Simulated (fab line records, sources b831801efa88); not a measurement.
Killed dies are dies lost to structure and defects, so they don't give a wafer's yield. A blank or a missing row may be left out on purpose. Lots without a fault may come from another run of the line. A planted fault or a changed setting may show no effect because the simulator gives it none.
A struck lot beside a sound one | flow sky130 | 32 steps out of a route of 708
Sound: wafers L278.1, L278.4, L278.6. Struck: wafers L292.1, L292.2, L292.5. The cause comes at the end.
At each step with rows: each side's tool, then ch and its chambers, then its first start. Under that, the readings that differ: sound wafers | struck wafers | difference of the means | sigmas: that difference in standard deviations of wafers without a fault.
alike: readings whose means differ by less than 2 such deviations, and words and numbers that are the same on both sides. not compared: withheld readings, readings that some wafer has no value for, bounds like >300 that may hide the same value, and numbers for which the record gives no deviation and whose values overlap.
The two part at a step that has a row with sigmas, a row that says differs or no value, or rows on one side only. Numbers that don't overlap but have no deviation are shown without sigmas and don't part them. A reading that every wafer of one side lacks parts them only if that side has two wafers or more.

SKY_PWDE_OVL_MEAS_07:
  sound on overlay-01, day 4 13:43; struck on overlay-01, day 7 10:13
  alike: PWDE_OVL
then, 1 step without rows for these wafers: SKY_PWDE_IMPLANT_08.
SKY_PWDE_STRIP_09: strips in O2/N2.
  sound on plasma_asher-02 ch 0,1, day 4 13:53; struck on plasma_asher-04 ch 0,1, day 7 10:24
  reading                      | sound             | struck            | difference | sigmas
  strip_time_to_endpoint_s (s) | 36.81 36.86 36.93 | 37.08 37.04 37.15 | +0.22      | +2
  alike: drypump_motor_current_A, o2_flow_sccm, oes_product_au
  not compared: rf_hours_counter_h
SKY_PWDE_TW_MEAS_10:
  sound on film_metro-02, day 4 13:59; struck on film_metro-03, day 7 10:30
  alike: PWDE_TW
then, 7 steps without rows for these wafers: SKY_NWELL_DEHYDRATE_03 (time 60 s); SKY_NWELL_HMDS_04 (prime time 60 s); SKY_NWELL_COAT_05 (resist thk 3000 nm); SKY_NWELL_SOFTBAKE_06; SKY_NWELL_EXPOSE_07 (exposes mask NWM, target cd 840 nm); SKY_NWELL_PEB_08; SKY_NWELL_DEVELOP_09 (develop time 60 s).
SKY_NWELL_OVL_MEAS_10:
  sound on overlay-02, day 5 07:38; struck on overlay-01, day 8 06:15
  alike: NWELL_00_OVL
SKY_NWELL_IMPLANT_11:
  sound on implanter-02 ch 0, day 5 07:40; struck on implanter-01 ch 0, day 8 06:17
  reading            | sound                            | struck                           | difference  | sigmas
  dose_ions_cm2      | 1.9014e+13 1.9015e+13 1.9021e+13 | 1.5058e+13 1.5036e+13 1.5017e+13 | -3.9797e+12 | -99 or more
  faraday_current_uA | 104.8 105.4 109.2                | 84.3 86.8 85.3                   | -21.0       | -10
  alike: end_station_pressure_torr
then, 2 steps without rows for these wafers: SKY_NWELL_IMPLANT_12; SKY_NWELL_IMPLANT_13.
SKY_NWELL_STRIP_14: strips in O2/N2.
  sound on plasma_asher-04 ch 0,1, day 5 08:07; struck on plasma_asher-02 ch 0,1, day 8 06:44
  alike: drypump_motor_current_A, o2_flow_sccm, oes_product_au, strip_time_to_endpoint_s
  not compared: rf_hours_counter_h
SKY_NWELL_TW_MEAS_15:
  sound on film_metro-03, day 5 08:13; struck on film_metro-02, day 8 06:50
  reading  | sound          | struck         | difference | sigmas
  NWELL_TW | 1845 1846 1854 | 1671 1667 1678 | -176       | -10
then, 7 steps without rows for these wafers: SKY_NWELL_DEHYDRATE_16 (time 60 s); SKY_NWELL_HMDS_17 (prime time 60 s); SKY_NWELL_COAT_18 (resist thk 3000 nm); SKY_NWELL_SOFTBAKE_19; SKY_NWELL_EXPOSE_20 (exposes mask NWM COMPLEMENT, target cd 840 nm); SKY_NWELL_PEB_21; SKY_NWELL_DEVELOP_22 (develop time 60 s).
SKY_NWELL_OVL_MEAS_23:
  sound on overlay-01, day 6 02:27; struck on overlay-01, day 9 03:35
  alike: NWELL_01_OVL
then, 1 step without rows for these wafers: SKY_NWELL_IMPLANT_24.
SKY_NWELL_STRIP_25: strips in O2/N2.
  sound on plasma_asher-02 ch 0,1, day 6 02:38; struck on plasma_asher-03 ch 0,1, day 9 03:46
  reading                      | sound             | struck            | difference | sigmas
  strip_time_to_endpoint_s (s) | 36.76 36.84 36.74 | 36.95 37.08 37.04 | +0.24      | +2
  alike: drypump_motor_current_A, o2_flow_sccm, oes_product_au
  not compared: rf_hours_counter_h
SKY_NWELL_TW_MEAS_26:
  sound on film_metro-03, day 6 02:44; struck on film_metro-02, day 9 03:52
  reading    | sound       | struck      | difference | sigmas
  NWELL_2_TW | 498 499 500 | 491 489 491 | -9         | -2
then, 1 step without rows for these wafers: SKY_NWELL_CLEAN_27 (cleans in SC1/SC2, time 150 s).
SKY_NWELL_RTA_28: time 30 s.
  sound on rtp_anneal-01 ch 0, day 6 02:51; struck on rtp_anneal-02 ch 0, day 9 03:59
  alike: chamber_o2_ppm, lamp_power_pct, wafer_temp_C_max
SKY_NWELL_RS_MEAS_29: measures by four-point-probe.
  sound on film_metro-04, day 6 02:57; struck on film_metro-04, day 9 04:05
  reading           | sound             | struck            | difference | sigmas
  NWELL_RS (ohm/sq) | 623.8 624.3 625.3 | 711.0 711.0 711.0 | +86.5      | +46
-- the record jumps here: 40 days lie between the struck wafers' starts before and after (it left off in module NWELL and takes up again in module PAD_OPEN, whose first step shown is number 708 of the route) --
SKY_PAD_OPEN_PROBE_99:
  sound on prober-01, day 46 18:26; struck on prober-01, day 49 13:02
  reading                           | sound                         | struck                      | difference | sigmas
  model.etest.nfet_16v.r_on_ohm_um  | 1.388e+04 1.381e+04 1.388e+04 | 1.48e+04 1.47e+04 1.452e+04 | +8.17e+02  |
  model.etest.res_nwell.line_ohm_um | 1182 1184 1190                | 1326 1277 1312              | +120       |
  model.etest.res_nwell.rs_ohm_sq   | 979.7 994.1 1002              | 1097 1075 1084              | +93        |
  model.etest.tip_p_5v.rs_ohm_sq    | 2871 2911 2872                | 2807 2808 2784              | -85        |
  model.etest.pfet_16v.drive_ua_um  | 244.2 241.2 239.9             | 258.7 260.5 262.8           | +18.9      |
  model.etest.field_p.vt_v (V)      | -42.77 -43.21 -43.54          | -36.49 -35.85 -35.82        | +7.12      |
  alike: killed_at_M0_to_M3, killed_at_M4_up, killed_at_contacts, killed_at_front_end, killed_at_other, killed_dies, killed_open, killed_short
  not compared: model.etest.res_iso_pwell.width_nm, model.etest.res_nwell.width_nm

WHERE THEY PART
First at SKY_PWDE_STRIP_09; last, within this record, at SKY_NWELL_RS_MEAS_29. Later steps at which nothing parts them and some readings are alike: SKY_PAD_OPEN_PROBE_99.

WHY: what the simulator had put in
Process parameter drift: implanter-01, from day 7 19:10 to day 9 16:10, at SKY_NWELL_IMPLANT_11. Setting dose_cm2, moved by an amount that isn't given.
